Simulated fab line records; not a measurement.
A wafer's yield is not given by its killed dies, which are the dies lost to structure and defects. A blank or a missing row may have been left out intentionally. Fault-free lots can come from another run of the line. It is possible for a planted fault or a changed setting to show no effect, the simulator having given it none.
Which of the tools did it? / flow sky130 / 21 wafers from 7 lots sampled at 3 of the route's 708 steps

== WHAT THE GAUGES SHOWED, per wafer ==
SKY_PWDE_TW_MEAS_10.
lot=L514; measured=day 4 06:17; on=filmMetro-02; PWDE_TW=377.8 376.1 376.8
lot=L517; measured=day 5 00:50; on=filmMetro-03; PWDE_TW=376.5 374.8 374.4
lot=L520; measured=day 5 13:58; on=filmMetro-02; PWDE_TW=30.4 30.3 30.4
lot=L522; measured=day 6 02:56; on=filmMetro-02; PWDE_TW=30.1 30.2 30.3
lot=L531; measured=day 8 09:54; on=filmMetro-02; PWDE_TW=374.3 375.9 374.4
lot=L534; measured=day 8 22:26; on=filmMetro-02; PWDE_TW=374.7 375.5 375.3
lot=L535; measured=day 9 03:30; on=filmMetro-01; PWDE_TW=373.0 374.1 371.0

== TOOL THAT RAN EACH LOT (tool first, then ch and the chambers of the sampled wafers, then the start) ==
lot=L514; SKY_DNWELL_STRIP_08=plasmaAsher-04 ch 1, day 3 13:25; SKY_PWDE_STRIP_09=plasmaAsher-01 ch 0,1, day 4 06:11
lot=L517; SKY_DNWELL_STRIP_08=plasmaAsher-03 ch 0,1, day 4 06:16; SKY_PWDE_STRIP_09=plasmaAsher-02 ch 0,1, day 5 00:44
lot=L520; SKY_DNWELL_STRIP_08=plasmaAsher-04 ch 0,1, day 4 18:56; SKY_PWDE_STRIP_09=plasmaAsher-02 ch 0,1, day 5 13:51
lot=L522; SKY_DNWELL_STRIP_08=plasmaAsher-01 ch 0,1, day 5 07:29; SKY_PWDE_STRIP_09=plasmaAsher-01 ch 0,1, day 6 02:50
lot=L531; SKY_DNWELL_STRIP_08=plasmaAsher-04 ch 0,1, day 7 12:14; SKY_PWDE_STRIP_09=plasmaAsher-01 ch 0,1, day 8 09:49
lot=L534; SKY_DNWELL_STRIP_08=plasmaAsher-01 ch 0,1, day 8 00:44; SKY_PWDE_STRIP_09=plasmaAsher-04 ch 0,1, day 8 22:20
lot=L535; SKY_DNWELL_STRIP_08=plasmaAsher-03 ch 0,1, day 8 04:40; SKY_PWDE_STRIP_09=plasmaAsher-02 ch 0,1, day 9 03:24
- SKY_DNWELL_STRIP_08: strips in O2/N2.
- SKY_PWDE_STRIP_09: strips in O2/N2.

== THE ANSWER, worked out from the rows above alone ==
Rule: usual is defined by the lots themselves. Put in order of their means at a reading, lots are off if they are a third of the lots or fewer, leave a main group of 4 or more, and stand apart from it by a gap of 3 or more times the standard deviation of the main group's means; of several such gaps the widest counts. The tables above print the reading to a certain number of digits; a main group whose means all agree to those digits is not used. A lot without any number at a reading at which 4 lots or more have one is off too. Any other lot the step has rows for is counted as sound.
Off: at SKY_PWDE_TW_MEAS_10 (PWDE_TW), L520, L522. Main group: mean 375.0, sd 1.3.
If a tool, at a process step before that reading, ran all the lots that are off and no sound lot after the first of them, it fits. Gauges at SKY_PWDE_TW_MEAS_10: tried the same way as those tools. None of those tried fits.

== WHAT THE SIMULATOR HAD INSERTED ==
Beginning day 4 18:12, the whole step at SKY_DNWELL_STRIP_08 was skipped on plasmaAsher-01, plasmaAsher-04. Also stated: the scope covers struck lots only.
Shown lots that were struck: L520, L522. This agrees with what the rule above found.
